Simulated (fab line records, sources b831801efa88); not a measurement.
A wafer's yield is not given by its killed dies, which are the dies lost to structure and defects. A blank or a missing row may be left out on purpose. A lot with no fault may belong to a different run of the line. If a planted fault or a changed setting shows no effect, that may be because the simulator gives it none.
Struck lot and sound lot, side by side :: flow sfqLine :: 43 out of 325 route steps
Sound: these wafers, L485.1, L485.3, L485.6. Struck: wafers L487.1, L487.3, L487.4. Last of all comes the cause.
Order at every step that has rows: each side's tool, ch and its chambers, its first start. Under that, the readings that differ: sound wafers :: struck wafers :: difference of the means :: sigmas: that difference in standard deviations of wafers without a fault.
alike: same words and numbers on both sides, and readings whose means sit less than 2 such deviations apart. not compared: any withheld reading, any reading some wafer has no value for, any bound like >300 that may hide the same value, and any number with overlapping values for which the record gives no deviation.
Wherever a step has rows on one side only, a row that says differs or no value, or a row with sigmas, the two part there. Numbers that don't overlap but have no deviation are shown without sigmas and don't part them. Lack of a reading on every wafer of one side parts them only where that side has two or more wafers.

first, 1 step without rows for these wafers: SFQ_TRILAYER_JJ_CE_BARC_OPEN_RIE_150 (chemistry O2, target BARC, target depth 240 nm, time 80 s).
SFQ_TRILAYER_JJ_CE_ETCH_RIE_118: chemistry SF6, target Nb, stops on Al2O3, time 97.7 s, target depth 170 nm.
  sound on rieMetal-02 ch 0,1, day 48 00:41; struck on rieMetal-02 ch 0,1, day 48 13:59
  alike: drypumpMotorCurrentA, heBacksideLeakSccm, oesProductAu
  not compared: rfHoursCounterH
following that, these wafers have no rows for 1 step: SFQ_TRILAYER_JJ_ANODIZE_ANODIZE_119.
SFQ_TRILAYER_JJ_CE_STRIP_STRIP_120: strips in O2.
  sound on rieMetal-02 ch 0,1, day 48 01:17; struck on rieMetal-04 ch 0,1, day 48 14:35
  alike: drypumpMotorCurrentA, heBacksideLeakSccm, oesProductAu
  not compared: rfHoursCounterH
then, 7 steps without rows for these wafers: SFQ_TRILAYER_JJ_CE_STRIP_SOLV_CLEAN_121 (cleans in NMP, time 600 s); SFQ_TRILAYER_M5_LITHO_COAT_128 (resist thk 62 nm); SFQ_TRILAYER_M5_LITHO_COAT_123 (resist thk 600 nm); SFQ_TRILAYER_M5_LITHO_SOFTBAKE_127; SFQ_TRILAYER_M5_LITHO_EXPOSE_124 (exposes mask M5, target cd 700 nm); SFQ_TRILAYER_M5_LITHO_PEB_126 (peb time 60 s); SFQ_TRILAYER_M5_LITHO_DEVELOP_125 (time 60 s).
-- the record jumps here: 5 days lie between the struck wafers' starts before and after --
SFQ_M5_OVL_MEAS_932:
  sound on overlay-01, day 52 10:02; struck on overlay-01, day 53 05:37
  alike: M5_OVL
SFQ_TRILAYER_M5_BARC_OPEN_METAL_ETCH_161: etches BARC in O2, target depth 125 nm, time 41.7 s.
  sound on rieMetal-01 ch 0,1, day 52 10:04; struck on rieMetal-03 ch 0,1, day 53 05:39
  no value came back on the struck wafers for any of 5 readings (biasW (W), chamberPressureMTorr (mTorr) and others); on the sound wafers biasW (W) reads 80.17 80.30 80.01
reading: model.KrF_of_TRILAYER_M5_LITHO_COAT_123.thkNm (nm)
sound: 523.8 525.1 523.9
struck: 576 574 576.8
difference: +51
sigmas: 
  not compared: rfHoursCounterH
SFQ_TRILAYER_M5_ETCH_METAL_ETCH_126: etches Nb in Cl2/BCl3, stops on SiO2, time 203.2 s, target depth 265 nm.
  sound on rieMetal-01 ch 0,1, day 52 10:08; struck on rieMetal-03 ch 0,1, day 53 05:43
reading: oesProductAu (a.u.)
sound: 0.727 0.729 0.728
struck: 0.373 0.379 0.376
difference: -0.352
sigmas: -57

reading: model.KrF_of_TRILAYER_M5_LITHO_COAT_123.thkNm (nm)
sound: 372.7 375.8 372.5
struck: 426 423.8 425.5
difference: +51
sigmas: 
  alike: biasW, chamberPressureMTorr, drypumpMotorCurrentA, heBacksideLeakSccm
  not compared: rfHoursCounterH
then, 3 steps without rows for these wafers: SFQ_TRILAYER_M5_STRIP_STRIP_127 (strips in O2); SFQ_TRILAYER_M5_STRIP_SOLV_CLEAN_128 (cleans in NMP, time 600 s); SFQ_TRILAYER_A5B_DEP_PECVD_129 (deposits SiO2 from SiH4/N2O, time 133.33 s, target thk 600 nm).
SFQ_TRILAYER_A5B_CMP_CMP_130: polishes, stops on Nb, target thk 340.7 nm.
  sound on cmp-02 ch 1,3, day 52 11:41; struck on cmp-02 ch 0,1,2, day 53 07:17
  alike: edgeZonePressureFrac, motorCurrentA
then, 4 steps without rows for these wafers: SFQ_TRILAYER_A5B_METRO_MEASURE_131; SFQ_TRILAYER_R5_DEP_SPUTTER_132 (material Ti, target thk 5 nm, time 5 s); SFQ_TRILAYER_R5_DEP_SPUTTER_133 (material MoNx, target thk 40 nm, time 66.7 s); SFQ_TRILAYER_R5_DEP_SPUTTER_134 (material Ti, target thk 5 nm, time 5 s).
SFQ_R5_RS_MEAS_933: the measuring method here is four-point-probe.
  sound on filmMetro-03, day 52 15:29; struck on filmMetro-02, day 53 11:35
reading: R5_MONX_RS (ohm/sq)
sound: 7.10 7.07 7.03
struck: 6.93 6.89 6.88
difference: -0.17
sigmas: -2
SFQ_R5_THK_MEAS_934: measures by xrf.
  sound on filmMetro-03, day 52 15:36; struck on filmMetro-02, day 53 11:42
reading: R5_MONX_THK (nm)
sound: 39.6 39.9 40.0
struck: 40.8 41.4 41.4
difference: +1.4
sigmas: +3
then, 3 steps without rows for these wafers: SFQ_TRILAYER_R5_LITHO_COAT_141 (resist thk 62 nm); SFQ_TRILAYER_R5_LITHO_COAT_136 (resist thk 600 nm); SFQ_TRILAYER_R5_LITHO_SOFTBAKE_140.
-- the record jumps here: 5 days lie between the struck wafers' starts before and after --
SFQ_TRILAYER_R5_LITHO_EXPOSE_137: exposes mask R5, target cd 500 nm.
  struck on krfScanner-01, day 58 18:17; sound on krfScanner-01 ch 0, day 57 23:05
  no value came back on the struck wafers for exposureDoseMJCm2, focusOffsetNm (nm), reticleTempC (C); on the sound wafers exposureDoseMJCm2 reads 14.374 14.368 14.386
  alike: mask
then, 2 steps without rows for these wafers: SFQ_TRILAYER_R5_LITHO_PEB_139 (peb time 60 s); SFQ_TRILAYER_R5_LITHO_DEVELOP_138 (time 60 s).
SFQ_R5_OVL_MEAS_935:
  sound on overlay-01, day 58 00:35; struck on overlay-01, day 58 19:47
reading: R5_OVL (nm)
sound: 8 3 -2
struck: - - -
difference: no value on the struck wafers
sigmas: 
SFQ_TRILAYER_R5_BARC_OPEN_METAL_ETCH_177: etches BARC in O2, target depth 125 nm, time 41.7 s.
  sound on rieMetal-04 ch 0,1, day 58 00:37; struck on rieMetal-04 ch 0,1, day 58 19:49
  alike: biasW, chamberPressureMTorr, drypumpMotorCurrentA, heBacksideLeakSccm, oesProductAu
  not compared: rfHoursCounterH
SFQ_TRILAYER_R5_ETCH_METAL_ETCH_139: etches the open film in Cl2, stops on SiO2, target depth 60 nm, time 40 s.
  sound on rieMetal-04 ch 0,1, day 58 00:41; struck on rieMetal-04 ch 0,1, day 58 19:53
  alike: biasW, chamberPressureMTorr, drypumpMotorCurrentA, heBacksideLeakSccm, oesProductAu
  not compared: rfHoursCounterH
then, 8 steps without rows for these wafers: SFQ_TRILAYER_R5_STRIP_STRIP_140 (strips in O2); SFQ_TRILAYER_R5_STRIP_SOLV_CLEAN_141 (cleans in NMP, time 600 s); SFQ_TRILAYER_A5C_DEP_PECVD_142 (deposits SiO2 from SiH4/N2O, time 15.556 s, target thk 70 nm); SFQ_TRILAYER_I5_LITHO_COAT_149 (resist thk 62 nm); SFQ_TRILAYER_I5_LITHO_COAT_144 (resist thk 650 nm); SFQ_TRILAYER_I5_LITHO_SOFTBAKE_148; SFQ_TRILAYER_I5_LITHO_PEB_147 (peb time 60 s); SFQ_TRILAYER_I5_LITHO_DEVELOP_146 (time 60 s).
SFQ_TRILAYER_I5_ETCH_VIA_ETCH_147: etches the open film in CHF3, stops on Nb, target depth 360 nm.
  sound on rieDiel-03 ch 0,1,2, day 60 01:13; struck on rieDiel-04 ch 0,1,3, day 60 03:37
reading: oesProductAu (a.u.)
sound: 0.990 0.978 0.991
struck: 0.374 0.380 0.375
difference: -0.610
sigmas: -99 or more
  alike: biasW, chamberPressureMTorr, drypumpMotorCurrentA
-- the record jumps here: 14 days lie between the struck wafers' starts before and after --
SFQ_M8_BOW_MEAS_951:
  sound on filmMetro-04, day 73 13:26; struck on filmMetro-03, day 73 20:25
reading: model.etest.m5.combLog10Ohm
sound: 12 12 12
struck: 0 0 0
difference: -12
sigmas: 

reading: model.etest.r5.combLog10Ohm
sound: 12 12 12
struck: 0 0 0
difference: -12
sigmas: 

reading: model.etest.jj.gTimes
sound: 0.9896 0.9958 0.9941
struck: 0 0 0
difference: -1
sigmas: 
  alike: M8_BOW

## WHERE THEY PART
Earliest at SFQ_TRILAYER_M5_BARC_OPEN_METAL_ETCH_161; latest, in this record, at SFQ_TRILAYER_I5_ETCH_VIA_ETCH_147. Later steps at which nothing parts them and some readings are alike: SFQ_M8_BOW_MEAS_951.

WHY: what had been put in by the simulator
Entire step skipped (rieMetal-03, SFQ_TRILAYER_M5_BARC_OPEN_METAL_ETCH_161), from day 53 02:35 onward. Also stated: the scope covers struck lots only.
